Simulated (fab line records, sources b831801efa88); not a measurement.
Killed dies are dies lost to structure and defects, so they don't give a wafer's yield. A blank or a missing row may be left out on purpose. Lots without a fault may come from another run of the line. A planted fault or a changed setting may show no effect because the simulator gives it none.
fab line records | flow sky130 | part 2 of 2: steps 27 to 34 of 34
record lots=5 wafers=15 last_day=48
route steps=708 shown LOCAL_INTERCONNECT@398 CONTACT@406
lots that met no fault: from a run of the same line without faults
start_h: hours from the record's first day to the start of the lot's first wafer shown | wait_h: hours since the lot's step before | " the same as in the row above | L1.1+2: a row that stands for several wafers | - no value, or no start given | * or withheld: withheld | < > ~ a bound
route shown NAME@n: a module of which the file shows steps, and the number in the route of the first | usual: mean/standard deviation of fault-free wafers | same: alike in all rows | chamber/n: place in a boat | sites: the reading at each site | _std_site: their standard deviation | _edge_site: outer sites' mean less inner sites' | radius_mm: how far each site lies from the wafer's centre | mask NAME#n: copy n | behind: the tool/chamber that last shaped the wafer | hold: why the lot was held/for how many hours/how that ended | device: the transistor (n, p or np) that didn't switch | end of line: the same wafers' tests at the end of the route | a step without rows: its recipe alone | killed: dies lost to structure and defects at the first sort, not the wafer's yield | map: a wafer's dies, x killed, . not, _ none there
set.NAME: the setting as run; set.NAME@STEP: as run at that earlier step | model.NAME: the simulator's own value behind a step, which no gauge read
lots at some steps of the route; a table a step, a row a wafer
services: from which hour (start_h, from the record's first day; less than 0 if before it) a tool's chamber was out of use, for how many hours, and why
## steps
# step SKY_CONTACT_ETCH_18
# recipe target=Si3N4 chemistry=CHF3/O2 stop_on=TiN source_w=600 bias_w=200 pressure_mtorr=40 chf3_flow_sccm=50 O2_flow_sccm=5 time_s=39 target_depth_a=750
# usual chamber_pressure_mTorr=40.00/0.036 drypump_motor_current_A=5.7/0.33 oes_product_au=0.855/0.0082 throttle_valve_pct=8.793/0.009
# columns lot.wafer tool chamber start_h wait_h chamber_pressure_mTorr drypump_motor_current_A oes_product_au rf_hours_counter_h throttle_valve_pct
L081.2 rie_diel-02 3 - - 39.97 5.3 0.848 1 8.799
L081.4 " 2 " " 40.01 6.0 0.851 14 8.783
L081.6 " 3 " " 39.97 5.2 0.853 - 8.799
L082.2 rie_diel-03 2 - - 40.00 6.3 0.854 6 8.806
L082.4 " 0 " " 39.96 5.6 0.866 13 8.803
L082.6 " 2 " " 39.98 6.3 0.863 - 8.771
L083.2 rie_diel-02 1 - - 39.97 5.7 0.851 17 8.787
L083.4 " 3 " " 39.96 5.3 0.856 2 8.799
L083.6 " 0 " " 39.98 5.5 0.860 - 8.800
L085.1 rie_diel-02 1 - - 40.01 5.7 0.854 17 8.801
L085.4 " 0 " " 40.01 5.5 0.861 27 8.781
L085.6 " 2 " " 39.99 6.0 0.857 - 8.804
L088.2 rie_diel-03 1 - - 40.04 5.9 0.854 22 8.788
L088.3 " 0 " " 40.00 5.6 0.847 14 8.778
L088.5 " 0 " " 40.03 5.6 0.852 - 8.781
# step SKY_CONTACT_STRIP_19
# recipe chemistry=O2/N2 power_w=1400 pressure_mtorr=1500 platen_temp_c=withheld o2_flow_sccm=3000 n2_flow_sccm=300 overash_fraction=0.5
# usual chamber_pressure_mTorr=1500.0/1.4 drypump_motor_current_A=5.7/0.4 oes_product_au=0.381/0.0047 strip_time_to_endpoint_s=3.618/0.022
# columns lot.wafer tool chamber start_h wait_h chamber_pressure_mTorr drypump_motor_current_A oes_product_au rf_hours_counter_h strip_time_to_endpoint_s
L081.2 plasma_asher-04 1 787.27 - 1498.5 5.7 0.376 35 3.620
L081.4 " 1 " " 1499.9 5.7 0.383 - 3.625
L081.6 " 0 " " 1502.0 5.7 0.379 - 3.625
L082.2 plasma_asher-04 0 794.07 - 1500.2 5.7 0.392 36 3.620
L082.4 " 1 " " 1500.3 5.7 0.378 - 3.630
L082.6 " 1 " " 1500.8 5.7 0.383 - 3.601
L083.2 plasma_asher-03 0 797.62 - 1500.3 6.2 0.378 102 3.604
L083.4 " 0 " " 1498.1 6.2 0.379 - 3.575
L083.6 " 1 " " 1499.7 5.2 0.382 - 3.589
L085.1 plasma_asher-04 1 811.77 - 1498.4 5.8 0.378 38 3.630
L085.4 " 0 " " 1498.4 5.7 0.373 - 3.612
L085.6 " 0 " " 1499.5 5.7 0.387 - 3.649
L088.2 plasma_asher-02 1 828.28 - 1500.0 6.1 0.392 68 3.624
L088.3 " 0 " " 1500.9 5.2 0.379 - 3.640
L088.5 " 0 " " 1501.4 5.3 0.375 - 3.645
# step SKY_CONTACT_STRIP_20
# recipe chemistry=post_etch_residue_remover time_s=1200 temp_c=72.5
# usual bath_guard_temp_C=72.8/0.4 bath_heat_duty_pct=14.6/1.6
# columns lot.wafer tool chamber start_h wait_h bath_guard_temp_C bath_heat_duty_pct
L081.2 wet_bench-04 2 787.37 0.1 72.3 12.0
L081.4 " 2 " " 72.7 13.3
L081.6 " 2 " " 72.7 14.1
L082.2 wet_bench-01 0 794.17 0.1 72.7 15.3
L082.4 " 0 " " 73.0 15.1
L082.6 " 0 " " 72.6 15.0
L083.2 wet_bench-04 0 797.72 0.1 73.6 14.1
L083.4 " 0 " " 73.4 14.4
L083.6 " 0 " " 73.6 14.6
L085.1 wet_bench-01 2 811.87 0.1 72.1 13.7
L085.4 " 2 " " 72.6 12.8
L085.6 " 2 " " 72.3 13.2
L088.2 wet_bench-01 1 828.37 0.1 72.6 17.7
L088.3 " 1 " " 72.8 16.6
L088.5 " 1 " " 72.7 16.8
# step SKY_CONTACT_CLEAN_21
# recipe chemistry=IPA time_s=180 temp_c=25
# usual bath_heat_duty_pct=5.9/0.78
# columns lot.wafer tool chamber start_h wait_h bath_heat_duty_pct
L081.2 wet_bench-03 1 787.75 0.0 5.2
L081.4 " 1 " " 5.8
L081.6 " 1 " " 5.6
L082.2 wet_bench-03 1 794.51 0.0 5.5
L082.4 " 1 " " 6.0
L082.6 " 1 " " 4.6
L083.2 wet_bench-01 2 798.09 0.0 6.2
L083.4 " 2 " " 5.4
L083.6 " 2 " " 5.8
L085.1 wet_bench-03 2 812.21 0.0 4.9
L085.4 " 2 " " 6.0
L085.6 " 2 " " 5.2
L088.2 wet_bench-03 2 828.72 0.0 5.9
L088.3 " 2 " " 5.4
L088.5 " 2 " " 6.3
# step SKY_CONTACT_CLEAN_22
# recipe chemistry=O3/DIW dry=n2_spin
# columns lot.wafer tool chamber start_h wait_h
L081.2+4+6 wet_bench-04 0 787.80 0.0
L082.2+4+6 wet_bench-04 2 794.57 0.0
L083.2+4+6 wet_bench-03 2 798.15 0.0
L085.1+4+6 wet_bench-01 1 812.27 0.0
L088.2+3+5 wet_bench-01 1 828.77 0.0
# step SKY_CONTACT_SPUTTER_23
# recipe material=TiN target_thk_nm=20 chamber_pressure_pa=5 power_w=4000 time_s=80
# usual throttle_valve_pct=30.2/0.95
# columns lot.wafer tool chamber start_h wait_h throttle_valve_pct
L081.2 pvd_sputter-03 - 787.90 0.0 31.0
L081.4 " - " " 29.8
L081.6 " - " " 29.3
L082.2 pvd_sputter-04 - 794.68 0.0 30.9
L082.4 " - " " 30.5
L082.6 " - " " 30.8
L083.2 pvd_sputter-04 - 798.24 0.0 31.1
L083.4 " - " " 31.0
L083.6 " - " " 30.8
L085.1 pvd_sputter-03 - 812.36 0.0 29.3
L085.4 " - " " 28.4
L085.6 " - " " 31.2
L088.2 pvd_sputter-04 - 828.87 0.0 31.0
L088.3 " - " " 30.9
L088.5 " - " " 31.0
# step SKY_CONTACT_CVD_24
# recipe material=W target_thk_nm=340 time_s=102.12 temp_c=400 pressure_torr=40
# usual heater_power_w=832/110
# columns lot.wafer tool chamber start_h wait_h heater_power_w
L081.2 cvd_w-02 1 787.96 0.0 935
L081.4 " 1 " " 933
L081.6 " 0 " " 933
L082.2 cvd_w-02 1 794.74 0.0 920
L082.4 " 1 " " 910
L082.6 " 1 " " 947
L083.2 cvd_w-02 1 798.30 0.0 914
L083.4 " 0 " " 962
L083.6 " 1 " " 925
L085.1 cvd_w-01 0 812.42 0.0 864
L085.4 " 0 " " 815
L085.6 " 0 " " 839
L088.2 cvd_w-01 1 828.93 0.0 677
L088.3 " 1 " " 667
L088.5 " 0 " " 815
# step SKY_CONTACT_RS_MEAS_25
# recipe thk_meas_gauge=four-point-probe reads=W_of_CONTACT_CVD_24+TiN_of_CONTACT_SPUTTER_23
# usual CONTACT_W_RS=0.336/0.0032
# columns lot.wafer tool chamber start_h wait_h CONTACT_W_RS[ohm/sq]
L081.2 film_metro-01 - 788.09 0.1 0.333
L081.4 " - " " 0.332
L081.6 " - " " 0.335
L082.2 film_metro-02 - 794.87 0.1 0.335
L082.4 " - " " 0.336
L082.6 " - " " 0.338
L083.2 film_metro-04 - 798.43 0.1 0.333
L083.4 " - " " 0.333
L083.6 " - " " 0.331
L085.1 film_metro-02 - 812.53 0.1 0.333
L085.4 " - " " 0.338
L085.6 " - " " 0.337
L088.2 film_metro-02 - 829.06 0.1 0.335
L088.3 " - " " 0.332
L088.5 " - " " 0.341
## services
# columns tool chamber start_h hours kind
plasma_asher-04 - 740.30 0.8 repair
cmp-01 - 744.28 4.0 pm
pecvd-03 1 744.94 6.2 repair
cmp-02 - 749.41 0.6 repair
cmp-02 - 755.30 1.5 repair
rie_metal-04 - 756.29 1.4 pm
krf_scanner-01 - 760.45 0.8 pm
krf_scanner-01 - 766.35 1.0 pm
krf_scanner-01 - 769.92 4.1 repair
wet_bench-03 - 775.00 4.0 repair
cmp-02 - 779.36 0.4 repair
cmp-01 - 780.13 12.3 pm
hdpcvd-01 0 789.09 5.3 repair
pecvd-01 2 794.76 13.9 repair
krf_scanner-02 - 799.92 1.0 pm
krf_scanner-02 - 800.92 0.8 pm
rie_metal-03 1 807.25 12.8 repair
wet_bench-04 - 807.81 48.7 pm
krf_scanner-02 - 808.66 4.4 pm
rie_diel-03 1 814.03 10.9 repair
rie_diel-03 2 815.28 19.9 repair
cmp-02 - 815.39 3.4 repair
rie_diel-02 2 817.34 3.7 repair
krf_scanner-02 - 827.08 1.0 repair
